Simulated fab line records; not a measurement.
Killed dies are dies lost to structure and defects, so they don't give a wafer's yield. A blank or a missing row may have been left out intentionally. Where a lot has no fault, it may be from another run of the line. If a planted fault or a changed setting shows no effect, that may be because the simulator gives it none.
fab line records ; flow gf180mcu ; part 1 of 2: steps 1 to 26 of 35
record: lots: 5; wafers: 15; last-day: 34
route steps=602 shown V3@442 M4@456 V4@476
lots with no fault: from the same line, run without faults
start-h: the number of hours between the record's first day and the start of the first shown wafer of the lot ; wait-h: hours elapsed since this lot's preceding step ; " the same as in the row above ; L1.1+2: a row that stands for several wafers ; - no value present, or no start provided ; * or withheld: withheld ; < > ~ a bound
route shown NAME@n: names a module that has steps shown in the file, with the first one's number in the route ; usual: average and standard deviation across the fault-free wafers ; same: alike in all rows ; chamber/n: place in a boat ; sites: the reading at each site ; _std_site: their standard deviation ; _edge_site: mean of outer sites minus mean of inner sites ; radius-mm: how far each site lies from the wafer's centre ; mask NAME#n: copy n ; behind: the tool/chamber that last shaped the wafer ; hold: the reason the lot was held/the length of the hold in hours/how it ended ; device: transistor that didn't switch, given as n, p or np ; end of line: tests run on the same wafers once the route is complete ; for a step that has no rows: nothing shown but its recipe ; killed: dies lost to structure and defects at the first sort, not the wafer's yield ; map: shows each die of a wafer: x if killed, . if not, _ if none is there
set.NAME: the setting that was run; set.NAME@STEP: the one run at that earlier step ; model.NAME: the simulator's own value behind a step, which no gauge read
certain route steps with their lots: each step a table, each wafer a row
services: when a tool's chamber went out of use (start-h, in hours from the record's first day, below 0 if earlier), for how many hours, and the reason
== steps ==
step: GF_V3_DEVELOP_13
recipe: develop-time-s: 60; resist: KrF; dev-temp-c: 21
lot.wafer;tool;chamber;start-h;wait-h
L079.1+2+4;litho-track-01;0;558.23;0.2
L086.3+4+6;litho-track-02;0;617.02;0.1
L087.2+3+6;litho-track-01;0;622.96;0.2
L090.1+4+5;litho-track-01;0;643.73;0.2
L096.1+5+6;litho-track-02;0;682.07;0.2
step: GF_V3_CD_MEAS_14
recipe: target-cd-nm: 260
usual: cd-nm: 260.6/1.4
lot.wafer;tool;chamber;start-h;wait-h;cd-nm
L079.1;cd-sem-02;-;558.38;0.1;260.2
L079.2;cd-sem-02;-;558.38;0.1;259.3
L079.4;cd-sem-02;-;558.38;0.1;259.6
L086.3;cd-sem-02;-;617.16;0.1;260.4
L086.4;cd-sem-02;-;617.16;0.1;260.0
L086.6;cd-sem-02;-;617.16;0.1;260.6
L087.2;cd-sem-01;-;623.10;0.1;263.0
L087.3;cd-sem-01;-;623.10;0.1;262.4
L087.6;cd-sem-01;-;623.10;0.1;262.2
L090.1;cd-sem-02;-;643.94;0.2;261.1
L090.4;cd-sem-02;-;643.94;0.2;261.7
L090.5;cd-sem-02;-;643.94;0.2;260.7
L096.1;cd-sem-02;-;682.22;0.1;262.6
L096.5;cd-sem-02;-;682.22;0.1;263.8
L096.6;cd-sem-02;-;682.22;0.1;264.2
step: GF_V3_OVL_MEAS_15
usual: V3_OVL: -1/4.8
lot.wafer;tool;chamber;start-h;wait-h;V3_OVL[nm]
L079.1;overlay-01;-;558.50;0.1;-10
L079.2;overlay-01;-;558.50;0.1;1
L079.4;overlay-01;-;558.50;0.1;-5
L086.3;overlay-02;-;617.25;0.1;4
L086.4;overlay-02;-;617.25;0.1;3
L086.6;overlay-02;-;617.25;0.1;3
L087.2;overlay-01;-;623.21;0.1;1
L087.3;overlay-01;-;623.21;0.1;0
L087.6;overlay-01;-;623.21;0.1;-2
L090.1;overlay-02;-;644.06;0.1;-8
L090.4;overlay-02;-;644.06;0.1;-9
L090.5;overlay-02;-;644.06;0.1;-2
L096.1;overlay-01;-;682.34;0.1;-3
L096.5;overlay-01;-;682.34;0.1;-6
L096.6;overlay-01;-;682.34;0.1;2
step: GF_V3_ETCH_16
recipe: chemistry: N2/H2; target-depth-a: withheld; overetch-a: withheld; time-s: withheld; target: BARC; ion-energy-ev: 200; source-w: 500; bias-w: 100; pressure-mtorr: 30; n2-flow-sccm: 100; h2-flow-sccm: 200
usual: drypump-motor-current-A: 5.76/0.26; oes-product-au: 0.854/0.0048; throttle-valve-pct: 13.226/0.0094
lot.wafer;tool;chamber;start-h;wait-h;drypump-motor-current-A;oes-product-au;throttle-valve-pct
L079.1;rie-diel-02;2;558.54;0.0;5.74;0.860;13.221
L079.2;rie-diel-02;0;558.54;0.0;5.38;0.856;13.239
L079.4;rie-diel-02;1;558.54;0.0;5.56;0.852;13.237
L086.3;rie-diel-03;2;617.27;0.0;6.05;0.853;13.225
L086.4;rie-diel-03;3;617.27;0.0;5.41;0.850;13.223
L086.6;rie-diel-03;3;617.27;0.0;5.44;0.857;13.226
L087.2;rie-diel-01;3;623.24;0.0;5.74;0.849;13.228
L087.3;rie-diel-01;0;623.24;0.0;5.70;0.849;13.236
L087.6;rie-diel-01;3;623.24;0.0;5.74;0.857;13.227
L090.1;rie-diel-03;1;644.10;0.0;6.44;0.854;13.215
L090.4;rie-diel-03;0;644.10;0.0;5.63;0.849;13.226
L090.5;rie-diel-03;2;644.10;0.0;6.03;0.852;13.227
L096.1;rie-diel-01;0;682.37;0.0;5.72;0.851;13.222
L096.5;rie-diel-01;3;682.37;0.0;5.73;0.848;13.219
L096.6;rie-diel-01;0;682.37;0.0;5.68;0.851;13.226
step: GF_V3_ETCH_17
recipe: chemistry: C4F8/O2/Ar; mask-material: KrF; target: SiO2; stop-on: TiN; source-w: 1500; bias-w: 1200; pressure-mtorr: 40; c4f8-flow-sccm: withheld; O2_flow_sccm: 6; Ar_flow_sccm: 300; time-s: withheld; target-depth-a: 6350
usual: oes-product-au: 0.856/0.0038
lot.wafer;tool;chamber;start-h;wait-h;oes-product-au
L079.1;rie-diel-02;2;-;-;0.858
L079.2;rie-diel-02;0;-;-;0.845
L079.4;rie-diel-02;1;-;-;0.859
L086.3;rie-diel-03;2;-;-;0.858
L086.4;rie-diel-03;3;-;-;0.853
L086.6;rie-diel-03;3;-;-;0.858
L087.2;rie-diel-01;3;-;-;0.853
L087.3;rie-diel-01;0;-;-;0.860
L087.6;rie-diel-01;3;-;-;0.857
L090.1;rie-diel-03;1;-;-;0.852
L090.4;rie-diel-03;0;-;-;0.851
L090.5;rie-diel-03;2;-;-;0.855
L096.1;rie-diel-01;0;-;-;0.861
L096.5;rie-diel-01;3;-;-;0.851
L096.6;rie-diel-01;0;-;-;0.855
step: GF_V3_STRIP_18
recipe: chemistry: O2/N2; power-w: 1400; pressure-mtorr: 1500; platen-temp-c: 250; o2-flow-sccm: 3000; n2-flow-sccm: 300; overash-fraction: 0.5
usual: drypump-motor-current-A: 5.7/0.36; heater-power-w: 352/15; oes-product-au: 0.593/0.0052; platen-temp-c: 250.00/0.19
lot.wafer;tool;chamber;start-h;wait-h;drypump-motor-current-A;heater-power-w;oes-product-au;platen-temp-c;rf-hours-counter-h
L079.1;plasma-asher-01;1;558.67;-;5.7;327;0.592;250.31;13
L079.2;plasma-asher-01;0;558.67;-;5.0;356;0.598;249.69;13
L079.4;plasma-asher-01;1;558.67;-;5.7;326;0.598;250.03;-
L086.3;plasma-asher-02;0;617.43;-;5.4;363;0.592;249.76;-
L086.4;plasma-asher-02;1;617.43;-;6.1;336;0.582;249.69;-
L086.6;plasma-asher-02;0;617.43;-;5.4;367;0.588;249.73;-
L087.2;plasma-asher-02;0;623.37;-;5.4;368;0.585;249.70;86
L087.3;plasma-asher-02;0;623.37;-;5.4;358;0.585;249.91;-
L087.6;plasma-asher-02;0;623.37;-;5.4;360;0.590;250.05;-
L090.1;plasma-asher-03;1;644.23;-;6.1;360;0.585;249.71;106
L090.4;plasma-asher-03;0;644.23;-;5.6;370;0.586;249.99;-
L090.5;plasma-asher-03;1;644.23;-;6.1;359;0.583;249.85;-
L096.1;plasma-asher-03;0;682.50;-;5.6;367;0.592;250.27;109
L096.5;plasma-asher-03;1;682.50;-;6.1;363;0.592;250.15;-
L096.6;plasma-asher-03;0;682.50;-;5.6;363;0.591;250.04;-
step: GF_V3_STRIP_19
recipe: chemistry: post-etch-residue-remover; time-s: 1200; temp-c: 72.5
usual: bath-guard-temp-C: 72.5/0.53; temp-c: 72.48/0.14
lot.wafer;tool;chamber;start-h;wait-h;bath-guard-temp-C;temp-c
L079.1;wet-bench-03;3;558.77;0.1;72.8;72.74
L079.2;wet-bench-03;3;558.77;0.1;72.0;72.50
L079.4;wet-bench-03;3;558.77;0.1;72.5;72.54
L086.3;wet-bench-01;3;617.50;0.0;71.0;72.63
L086.4;wet-bench-01;3;617.50;0.0;71.1;72.48
L086.6;wet-bench-01;3;617.50;0.0;71.0;72.35
L087.2;wet-bench-02;0;623.47;0.1;72.3;72.31
L087.3;wet-bench-02;0;623.47;0.1;72.7;72.40
L087.6;wet-bench-02;0;623.47;0.1;72.7;72.28
L090.1;wet-bench-01;0;644.33;0.1;72.6;72.49
L090.4;wet-bench-01;0;644.33;0.1;72.4;72.47
L090.5;wet-bench-01;0;644.33;0.1;72.3;72.79
L096.1;wet-bench-02;1;682.60;0.1;71.8;72.51
L096.5;wet-bench-02;1;682.60;0.1;71.8;72.77
L096.6;wet-bench-02;1;682.60;0.1;72.2;72.62
step: GF_V3_CLEAN_20
recipe: chemistry: DIW; dry: n2-spin
lot.wafer;tool;chamber;start-h;wait-h
L079.1+2+4;wet-bench-01;3;559.11;0.0
L086.3+4+6;wet-bench-02;2;617.84;0.0
L087.2+3+6;wet-bench-03;0;623.84;0.0
L090.1+4+5;wet-bench-03;2;644.67;0.0
L096.1+5+6;wet-bench-01;0;682.94;0.0
step: GF_V3_SPUTTER_21
recipe: material: Ti; target-thk-nm: 15; chamber-pressure-pa: 5; power-w: 2500; substrate-temp-c: 200; time-s: 80.02
usual: throttle-valve-pct: 29.7/1.4
lot.wafer;tool;chamber;start-h;wait-h;throttle-valve-pct
L079.1;pvd-sputter-01;-;559.20;0.0;30.2
L079.2;pvd-sputter-01;-;559.20;0.0;28.5
L079.4;pvd-sputter-01;-;559.20;0.0;31.1
L086.3;pvd-sputter-03;-;617.93;0.0;28.8
L086.4;pvd-sputter-03;-;617.93;0.0;30.9
L086.6;pvd-sputter-03;-;617.93;0.0;28.4
L087.2;pvd-sputter-01;-;623.93;0.0;27.4
L087.3;pvd-sputter-01;-;623.93;0.0;30.5
L087.6;pvd-sputter-01;-;623.93;0.0;27.6
L090.1;pvd-sputter-03;-;644.76;0.0;28.3
L090.4;pvd-sputter-03;-;644.76;0.0;30.9
L090.5;pvd-sputter-03;-;644.76;0.0;30.5
L096.1;pvd-sputter-03;-;683.13;0.0;30.8
L096.5;pvd-sputter-03;-;683.13;0.0;29.1
L096.6;pvd-sputter-03;-;683.13;0.0;31.2
step: GF_V3_SPUTTER_22
recipe: material: TiN; target-thk-nm: 10; chamber-pressure-pa: 5; power-w: 4000; time-s: 40
usual: throttle-valve-pct: 29.7/1.3
lot.wafer;tool;chamber;start-h;wait-h;throttle-valve-pct
L079.1;pvd-sputter-01;-;559.27;0.0;30.6
L079.2;pvd-sputter-01;-;559.27;0.0;28.6
L079.4;pvd-sputter-01;-;559.27;0.0;31.3
L086.3;pvd-sputter-03;-;618.00;0.0;28.9
L086.4;pvd-sputter-03;-;618.00;0.0;31.3
L086.6;pvd-sputter-03;-;618.00;0.0;28.3
L087.2;pvd-sputter-01;-;623.99;0.0;27.2
L087.3;pvd-sputter-01;-;623.99;0.0;30.4
L087.6;pvd-sputter-01;-;623.99;0.0;27.8
L090.1;pvd-sputter-03;-;644.82;0.0;28.4
L090.4;pvd-sputter-03;-;644.82;0.0;30.5
L090.5;pvd-sputter-03;-;644.82;0.0;30.7
L096.1;pvd-sputter-03;-;683.19;0.0;30.6
L096.5;pvd-sputter-03;-;683.19;0.0;29.0
L096.6;pvd-sputter-03;-;683.19;0.0;31.1
step: GF_V3_CVD_23
recipe: material: W; target-thk-nm: 350; time-s: 104.9; temp-c: 400; pressure-torr: 40
usual: heater-power-w: 878/110
lot.wafer;tool;chamber;start-h;wait-h;heater-power-w
L079.1;cvd-w-01;1;559.32;0.0;871
L079.2;cvd-w-01;0;559.32;0.0;1038
L079.4;cvd-w-01;1;559.32;0.0;879
L086.3;cvd-w-01;0;618.07;0.1;1056
L086.4;cvd-w-01;1;618.07;0.1;895
L086.6;cvd-w-01;0;618.07;0.1;1066
L087.2;cvd-w-02;0;624.03;0.0;857
L087.3;cvd-w-02;1;624.03;0.0;751
L087.6;cvd-w-02;0;624.03;0.0;839
L090.1;cvd-w-01;0;644.86;0.0;1035
L090.4;cvd-w-01;0;644.86;0.0;1047
L090.5;cvd-w-01;0;644.86;0.0;1039
L096.1;cvd-w-02;0;683.23;0.0;840
L096.5;cvd-w-02;0;683.23;0.0;847
L096.6;cvd-w-02;1;683.23;0.0;743
step: GF_V3_RS_MEAS_24
recipe: thk-meas-gauge: four-point-probe; reads: W_of_V3_CVD_23+TiN_of_V3_SPUTTER_22+Ti_of_V3_SPUTTER_21
usual: V3_W_RS: 0.325/0.0043
lot.wafer;tool;chamber;start-h;wait-h;V3_W_RS[ohm/sq]
L079.1;film-metro-02;-;559.43;0.1;0.316
L079.2;film-metro-02;-;559.43;0.1;0.323
L079.4;film-metro-02;-;559.43;0.1;0.321
L086.3;film-metro-02;-;618.19;0.1;0.321
L086.4;film-metro-02;-;618.19;0.1;0.322
L086.6;film-metro-02;-;618.19;0.1;0.321
L087.2;film-metro-03;-;624.17;0.1;0.322
L087.3;film-metro-03;-;624.17;0.1;0.324
L087.6;film-metro-03;-;624.17;0.1;0.319
L090.1;film-metro-04;-;644.97;0.1;0.329
L090.4;film-metro-04;-;644.97;0.1;0.329
L090.5;film-metro-04;-;644.97;0.1;0.326
L096.1;film-metro-04;-;683.34;0.1;0.317
L096.5;film-metro-04;-;683.34;0.1;0.320
L096.6;film-metro-04;-;683.34;0.1;0.329
step: GF_V3_THK_MEAS_25
recipe: thk-meas-gauge: xrf; reads: W_of_V3_CVD_23
usual: V3_W_THK: 351/5.6
lot.wafer;tool;chamber;start-h;wait-h;V3_W_THK[nm]
L079.1;film-metro-02;-;559.55;0.1;362
L079.2;film-metro-02;-;559.55;0.1;354
L079.4;film-metro-02;-;559.55;0.1;359
L086.3;film-metro-02;-;618.29;0.1;354
L086.4;film-metro-02;-;618.29;0.1;355
L086.6;film-metro-02;-;618.29;0.1;359
L087.2;film-metro-03;-;624.28;0.1;353
L087.3;film-metro-03;-;624.28;0.1;350
L087.6;film-metro-03;-;624.28;0.1;357
L090.1;film-metro-04;-;645.09;0.1;344
L090.4;film-metro-04;-;645.09;0.1;344
L090.5;film-metro-04;-;645.09;0.1;347
L096.1;film-metro-04;-;683.46;0.1;356
L096.5;film-metro-04;-;683.46;0.1;356
L096.6;film-metro-04;-;683.46;0.1;347
step: GF_V3_CMP_26
recipe: stop-on: SiO2; down-force-psi: 3.5; platen-rpm: 60; t-overpolish-s: 15; target-thk-nm: 0; pad-velocity-m-s: 0.94248
usual: motor-current-A: 10.6/0.99; overpolish-run-s: 15.000/0.0093; time-to-endpoint-s: 85/4.1
lot.wafer;tool;chamber;start-h;wait-h;motor-current-A;overpolish-run-s;time-to-endpoint-s
L079.4;cmp-01;0;559.61;0.0;11.2;14.999;82
L079.1;cmp-01;2;559.61;0.0;11.0;15.003;83
L079.2;cmp-01;3;559.61;0.0;10.7;15.018;86
L086.3;cmp-01;2;618.33;0.0;10.5;14.992;83
L086.4;cmp-01;0;618.33;0.0;11.7;14.999;82
L086.6;cmp-01;2;618.33;0.0;10.9;15.006;84
L087.2;cmp-02;3;624.38;0.1;11.0;15.000;87
L087.3;cmp-02;1;624.38;0.1;11.6;15.001;91
L087.6;cmp-02;3;624.38;0.1;10.8;14.999;88
L090.4;cmp-01;1;645.44;0.3;9.2;15.002;78
L090.1;cmp-01;2;645.44;0.3;10.9;15.003;80
L090.5;cmp-01;0;645.44;0.3;11.5;15.009;80
L096.1;cmp-01;2;683.62;0.1;10.8;15.019;85
L096.6;cmp-01;0;683.62;0.1;12.2;15.009;87
L096.5;cmp-01;1;683.62;0.1;8.6;14.985;85
step: GF_M4_SPUTTER_00
recipe: material: Ti; target-thk-nm: 37.5; arriving-ion-energy-ev: 80; substrate-temp-c: 200; chamber-pressure-pa: 2; power-w: 4000; time-s: 150
usual: throttle-valve-pct: 29.9/1
lot.wafer;tool;chamber;start-h;wait-h;throttle-valve-pct
L079.1;pvd-sputter-02;-;559.91;0.1;30.1
L079.2;pvd-sputter-02;-;559.91;0.1;29.9
L079.4;pvd-sputter-02;-;559.91;0.1;30.2
L086.3;pvd-sputter-04;-;618.63;0.2;30.6
L086.4;pvd-sputter-04;-;618.63;0.2;27.0
L086.6;pvd-sputter-04;-;618.63;0.2;31.0
L087.2;pvd-sputter-02;-;624.63;0.2;30.0
L087.3;pvd-sputter-02;-;624.63;0.2;30.5
L087.6;pvd-sputter-02;-;624.63;0.2;30.4
L090.1;pvd-sputter-04;-;645.64;0.1;30.6
L090.4;pvd-sputter-04;-;645.64;0.1;27.3
L090.5;pvd-sputter-04;-;645.64;0.1;29.6
L096.1;pvd-sputter-03;-;683.82;0.1;31.3
L096.5;pvd-sputter-03;-;683.82;0.1;28.4
L096.6;pvd-sputter-03;-;683.82;0.1;31.1
step: GF_M4_SPUTTER_01
recipe: material: TiN; target-thk-nm: 30; power-w: 6500; time-s: 25; chamber-pressure-pa: 0.4
usual: throttle-valve-pct: 29.9/1
lot.wafer;tool;chamber;start-h;wait-h;throttle-valve-pct
L079.1;pvd-sputter-02;-;560.01;0.1;30.0
L079.2;pvd-sputter-02;-;560.01;0.1;29.7
L079.4;pvd-sputter-02;-;560.01;0.1;30.3
L086.3;pvd-sputter-04;-;618.73;0.1;30.8
L086.4;pvd-sputter-04;-;618.73;0.1;27.2
L086.6;pvd-sputter-04;-;618.73;0.1;30.6
L087.2;pvd-sputter-02;-;624.73;0.1;30.1
L087.3;pvd-sputter-02;-;624.73;0.1;30.2
L087.6;pvd-sputter-02;-;624.73;0.1;30.7
L090.1;pvd-sputter-04;-;645.84;0.1;30.7
L090.4;pvd-sputter-04;-;645.84;0.1;27.3
L090.5;pvd-sputter-04;-;645.84;0.1;29.7
L096.1;pvd-sputter-03;-;683.92;0.1;31.2
L096.5;pvd-sputter-03;-;683.92;0.1;28.2
L096.6;pvd-sputter-03;-;683.92;0.1;30.9
step: GF_M4_SPUTTER_02
recipe: material: AlCu; target-thk-nm: 450; power-w: 10600; time-s: 23.9; chamber-pressure-pa: 0.4
usual: throttle-valve-pct: 29.9/1
lot.wafer;tool;chamber;start-h;wait-h;throttle-valve-pct
L079.1;pvd-sputter-02;-;560.04;0.0;29.9
L079.2;pvd-sputter-02;-;560.04;0.0;29.9
L079.4;pvd-sputter-02;-;560.04;0.0;30.3
L086.3;pvd-sputter-04;-;618.76;0.0;30.7
L086.4;pvd-sputter-04;-;618.76;0.0;27.2
L086.6;pvd-sputter-04;-;618.76;0.0;30.4
L087.2;pvd-sputter-02;-;624.76;0.0;29.9
L087.3;pvd-sputter-02;-;624.76;0.0;30.5
L087.6;pvd-sputter-02;-;624.76;0.0;30.4
L090.1;pvd-sputter-04;-;645.91;0.0;30.7
L090.4;pvd-sputter-04;-;645.91;0.0;27.2
L090.5;pvd-sputter-04;-;645.91;0.0;29.9
L096.1;pvd-sputter-03;-;683.95;0.0;31.2
L096.5;pvd-sputter-03;-;683.95;0.0;28.3
L096.6;pvd-sputter-03;-;683.95;0.0;31.2
step: GF_M4_SPUTTER_03
recipe: material: Ti; target-thk-nm: 10; substrate-temp-c: 300; chamber-pressure-pa: 0.3; power-w: 3000; time-s: 6.7
usual: throttle-valve-pct: 29.9/1
lot.wafer;tool;chamber;start-h;wait-h;throttle-valve-pct
L079.1;pvd-sputter-02;-;560.07;0.0;30.0
L079.2;pvd-sputter-02;-;560.07;0.0;29.3
L079.4;pvd-sputter-02;-;560.07;0.0;30.5
L086.3;pvd-sputter-04;-;618.79;0.0;30.4
L086.4;pvd-sputter-04;-;618.79;0.0;27.0
L086.6;pvd-sputter-04;-;618.79;0.0;30.8
L087.2;pvd-sputter-02;-;624.79;0.0;30.0
L087.3;pvd-sputter-02;-;624.79;0.0;30.3
L087.6;pvd-sputter-02;-;624.79;0.0;30.6
L090.1;pvd-sputter-04;-;645.97;0.0;30.4
L090.4;pvd-sputter-04;-;645.97;0.0;26.9
L090.5;pvd-sputter-04;-;645.97;0.0;29.8
L096.1;pvd-sputter-03;-;683.98;0.0;31.1
L096.5;pvd-sputter-03;-;683.98;0.0;28.2
L096.6;pvd-sputter-03;-;683.98;0.0;30.9
step: GF_M4_SPUTTER_04
recipe: material: TiN; target-thk-nm: 50; power-w: 6500; time-s: 41.7; chamber-pressure-pa: 0.4
usual: throttle-valve-pct: 29.9/1
lot.wafer;tool;chamber;start-h;wait-h;throttle-valve-pct
L079.1;pvd-sputter-02;-;560.09;0.0;30.2
L079.2;pvd-sputter-02;-;560.09;0.0;29.7
L079.4;pvd-sputter-02;-;560.09;0.0;30.1
L086.3;pvd-sputter-04;-;618.81;0.0;30.7
L086.4;pvd-sputter-04;-;618.81;0.0;27.1
L086.6;pvd-sputter-04;-;618.81;0.0;30.7
L087.2;pvd-sputter-02;-;624.81;0.0;30.0
L087.3;pvd-sputter-02;-;624.81;0.0;30.4
L087.6;pvd-sputter-02;-;624.81;0.0;30.6
L090.1;pvd-sputter-04;-;646.01;0.0;30.8
L090.4;pvd-sputter-04;-;646.01;0.0;27.3
L090.5;pvd-sputter-04;-;646.01;0.0;29.5
L096.1;pvd-sputter-03;-;684.00;0.0;31.1
L096.5;pvd-sputter-03;-;684.00;0.0;28.2
L096.6;pvd-sputter-03;-;684.00;0.0;31.2
step: GF_M4_RS_MEAS_05
recipe: thk-meas-gauge: four-point-probe; reads: TiN_of_M4_SPUTTER_04+Ti_of_M4_SPUTTER_03+AlCu_of_M4_SPUTTER_02+TiN_of_M4_SPUTTER_01+Ti_of_M4_SPUTTER_00
usual: M4_ALCU_RS: 0.0695/0.00067
lot.wafer;tool;chamber;start-h;wait-h;M4_ALCU_RS[ohm/sq]
L079.1;film-metro-01;-;560.13;0.0;0.0697
L079.2;film-metro-01;-;560.13;0.0;0.0692
L079.4;film-metro-01;-;560.13;0.0;0.0696
L086.3;film-metro-01;-;618.89;0.1;0.0681
L086.4;film-metro-01;-;618.89;0.1;0.0689
L086.6;film-metro-01;-;618.89;0.1;0.0682
L087.2;film-metro-01;-;624.87;0.0;0.0709
L087.3;film-metro-01;-;624.87;0.0;0.0696
L087.6;film-metro-01;-;624.87;0.0;0.0702
L090.1;film-metro-03;-;646.09;0.0;0.0702
L090.4;film-metro-03;-;646.09;0.0;0.0698
L090.5;film-metro-03;-;646.09;0.0;0.0694
L096.1;film-metro-04;-;684.04;0.0;0.0693
L096.5;film-metro-04;-;684.04;0.0;0.0691
L096.6;film-metro-04;-;684.04;0.0;0.0691
step: GF_M4_THK_MEAS_06
recipe: thk-meas-gauge: xrf; reads: AlCu_of_M4_SPUTTER_02
usual: M4_ALCU_THK: 454/3.8
lot.wafer;tool;chamber;start-h;wait-h;M4_ALCU_THK[nm]
L079.1;film-metro-01;-;560.25;0.1;455
L079.2;film-metro-01;-;560.25;0.1;460
L079.4;film-metro-01;-;560.25;0.1;455
L086.3;film-metro-01;-;618.99;0.1;461
L086.4;film-metro-01;-;618.99;0.1;457
L086.6;film-metro-01;-;618.99;0.1;458
L087.2;film-metro-01;-;624.98;0.1;447
L087.3;film-metro-01;-;624.98;0.1;456
L087.6;film-metro-01;-;624.98;0.1;450
L090.1;film-metro-03;-;646.21;0.1;453
L090.4;film-metro-03;-;646.21;0.1;458
L090.5;film-metro-03;-;646.21;0.1;459
L096.1;film-metro-04;-;684.16;0.1;452
L096.5;film-metro-04;-;684.16;0.1;456
L096.6;film-metro-04;-;684.16;0.1;453
step: GF_M4_DEHYDRATE_07
recipe: temp-c: 200; time-s: 60
usual: plate-temp-C: 199.98/0.15
lot.wafer;tool;chamber;start-h;wait-h;plate-temp-C
L079.1;litho-track-04;0;570.77;10.5;199.71
L079.2;litho-track-04;0;570.77;10.5;199.83
L079.4;litho-track-04;0;570.77;10.5;199.91
L086.3;litho-track-04;0;628.67;9.7;199.90
L086.4;litho-track-04;0;628.67;9.7;199.93
L086.6;litho-track-04;0;628.67;9.7;199.99
L087.2;litho-track-01;0;634.36;9.4;200.01
L087.3;litho-track-01;0;634.36;9.4;200.01
L087.6;litho-track-01;0;634.36;9.4;199.99
L090.1;litho-track-04;0;655.02;8.8;200.31
L090.4;litho-track-04;0;655.02;8.8;200.18
L090.5;litho-track-04;0;655.02;8.8;200.03
L096.1;litho-track-02;0;692.46;8.3;199.90
L096.5;litho-track-02;0;692.46;8.3;199.79
L096.6;litho-track-02;0;692.46;8.3;200.09
step: GF_M4_HMDS_08
recipe: prime-time-s: 60; prime-temp-c: 120
lot.wafer;tool;chamber;start-h;wait-h
L079.1+2+4;litho-track-04;0;570.92;0.1
L086.3+4+6;litho-track-04;0;628.82;0.1
L087.2+3+6;litho-track-01;0;634.51;0.1
L090.1+4+5;litho-track-04;0;655.17;0.1
L096.1+5+6;litho-track-02;0;692.61;0.1
step: GF_M4_COAT_09
recipe: resist: KrF; spin-rpm: withheld; resist-thk-nm: 1000
lot.wafer;tool;chamber;start-h;wait-h
L079.1+2+4;litho-track-04;0;571.07;0.1
L086.3+4+6;litho-track-04;0;628.97;0.1
L087.2+3+6;litho-track-01;0;634.66;0.1
L090.1+4+5;litho-track-04;0;655.32;0.1
L096.1+5+6;litho-track-02;0;692.76;0.1
step: GF_M4_SOFTBAKE_10
recipe: temp-c: 130; time-s: 60; resist: KrF
usual: plate-temp-C: 130.02/0.13
lot.wafer;tool;chamber;start-h;wait-h;plate-temp-C
L079.1;litho-track-04;0;571.22;0.1;130.00
L079.2;litho-track-04;0;571.22;0.1;129.97
L079.4;litho-track-04;0;571.22;0.1;130.08
L086.3;litho-track-04;0;629.12;0.1;130.13
L086.4;litho-track-04;0;629.12;0.1;130.04
L086.6;litho-track-04;0;629.12;0.1;130.04
L087.2;litho-track-01;0;634.81;0.1;129.98
L087.3;litho-track-01;0;634.81;0.1;130.20
L087.6;litho-track-01;0;634.81;0.1;130.02
L090.1;litho-track-04;0;655.47;0.1;130.01
L090.4;litho-track-04;0;655.47;0.1;130.03
L090.5;litho-track-04;0;655.47;0.1;130.00
L096.1;litho-track-02;0;692.91;0.1;130.19
L096.5;litho-track-02;0;692.91;0.1;130.15
L096.6;litho-track-02;0;692.91;0.1;130.27
step: GF_M4_EXPOSE_11
recipe: mask-id: Metal4; target-cd-nm: 280; na: 0.68; source-shape: conventional; sigma-outer: 0.6; dose-mj: 28
usual: reticle-temp-C: 23.04/0.11
lot.wafer;tool;chamber;start-h;wait-h;mask;reticle-temp-C
L079.1;krf-scanner-02;0;-;-;Metal4#0;23.03
L079.2;krf-scanner-02;0;-;-;Metal4#0;23.11
L079.4;krf-scanner-02;0;-;-;Metal4#0;23.09
L086.3;krf-scanner-01;0;-;-;Metal4#0;23.22
L086.4;krf-scanner-01;0;-;-;Metal4#0;23.18
L086.6;krf-scanner-01;0;-;-;Metal4#0;23.11
L087.2;krf-scanner-01;0;-;-;Metal4#0;23.13
L087.3;krf-scanner-01;0;-;-;Metal4#0;22.89
L087.6;krf-scanner-01;0;-;-;Metal4#0;23.03
L090.1;krf-scanner-02;0;-;-;Metal4#0;23.05
L090.4;krf-scanner-02;0;-;-;Metal4#0;22.99
L090.5;krf-scanner-02;0;-;-;Metal4#0;22.98
L096.1;krf-scanner-02;0;-;-;Metal4#0;23.25
L096.5;krf-scanner-02;0;-;-;Metal4#0;23.13
L096.6;krf-scanner-02;0;-;-;Metal4#0;23.02
